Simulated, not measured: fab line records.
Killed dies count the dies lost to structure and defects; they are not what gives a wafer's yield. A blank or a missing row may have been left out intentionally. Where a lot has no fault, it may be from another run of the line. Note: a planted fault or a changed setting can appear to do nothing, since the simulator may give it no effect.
Matching of chambers :: flow gf180mcu :: cmp-01 running GF_CONTACT_CMP_27: 4 sister chambers
The step polishes, stops on SiO2, t overpolish 15 s, target thk 0 nm. 8 wafers are shown with their chamber, then 11 later ones without.

== WAFERS WITH THEIR CHAMBER ==
wafer: L083.5
chamber: 2
time-to-endpoint-s (s): 72.4
motor-current-A (A): 11.4

wafer: L084.1
chamber: 1
time-to-endpoint-s (s): 72.6
motor-current-A (A): 11.3

wafer: L084.5
chamber: 2
time-to-endpoint-s (s): 73.4
motor-current-A (A): 11.7

wafer: L084.6
chamber: 3
time-to-endpoint-s (s): 75.1
motor-current-A (A): 11.9

wafer: L086.2
chamber: 0
time-to-endpoint-s (s): 72.2
motor-current-A (A): 11.5

wafer: L086.5
chamber: 3
time-to-endpoint-s (s): 71.0
motor-current-A (A): 11.4

wafer: L086.6
chamber: 0
time-to-endpoint-s (s): 73.1
motor-current-A (A): 11.3

wafer: L090.1
chamber: 1
time-to-endpoint-s (s): 67.3
motor-current-A (A): 10.9

== WAFERS MISSING THEIR CHAMBER ==
wafer: L090.3
time-to-endpoint-s (s): 70.4
motor-current-A (A): 11.4

wafer: L090.5
time-to-endpoint-s (s): 68.4
motor-current-A (A): 11.5

wafer: L094.1
time-to-endpoint-s (s): 70.6
motor-current-A (A): 11.6

wafer: L094.2
time-to-endpoint-s (s): 67.8
motor-current-A (A): 11.2

wafer: L094.3
time-to-endpoint-s (s): 74.0
motor-current-A (A): 11.4

wafer: L096.2
time-to-endpoint-s (s): 74.1
motor-current-A (A): 11.4

wafer: L096.3
time-to-endpoint-s (s): 68.9
motor-current-A (A): 11.4

wafer: L096.4
time-to-endpoint-s (s): 70.0
motor-current-A (A): 11.4

wafer: L097.2
time-to-endpoint-s (s): 71.2
motor-current-A (A): 11.5

wafer: L097.3
time-to-endpoint-s (s): 67.8
motor-current-A (A): 10.9

wafer: L097.4
time-to-endpoint-s (s): 68.6
motor-current-A (A): 11.3

== THE CHAMBER EACH PASSED THROUGH ==
wafer: L090.3
from the rows above: can't be placed: 0 or 1 or 2 or 3
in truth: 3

wafer: L090.5
from the rows above: can't be placed: 1 or 0 or 2 or 3
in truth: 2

wafer: L094.1
from the rows above: can't be placed: 2 or 3 or 0 or 1
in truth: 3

wafer: L094.2
from the rows above: can't be placed: 1 or 0 or 2 or 3
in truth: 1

wafer: L094.3
from the rows above: can't be placed: 0 or 2 or 3 or 1
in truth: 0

wafer: L096.2
from the rows above: can't be placed: 0 or 2 or 3 or 1
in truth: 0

wafer: L096.3
from the rows above: can't be placed: 1 or 0 or 2 or 3
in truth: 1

wafer: L096.4
from the rows above: can't be placed: 0 or 1 or 2 or 3
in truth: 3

wafer: L097.2
from the rows above: can't be placed: 0 or 2 or 3 or 1
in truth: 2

wafer: L097.3
from the rows above: can't be placed: 1 or 0
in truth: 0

wafer: L097.4
from the rows above: can't be placed: 1 or 0 or 2 or 3
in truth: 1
Correctly placed: 0 of 11. Can't be placed from these rows: 11 (the true chamber is among the candidates in 11). Placed wrongly: 0.
How it was worked out, from the rows above alone: a wafer's distance from a chamber is the root of the sum, over the readings, of the square of ((its reading less the chamber's mean) divided by the reading's scatter). The wafer belongs to the nearest chamber; if the next one is less than 2 further off, it can't be placed. For every chamber, the mean is computed from those of its wafers that are shown. The scatter: the root of (the sum of the squares of (reading less its chamber's mean) over the shown wafers, divided by (wafers less chambers)).
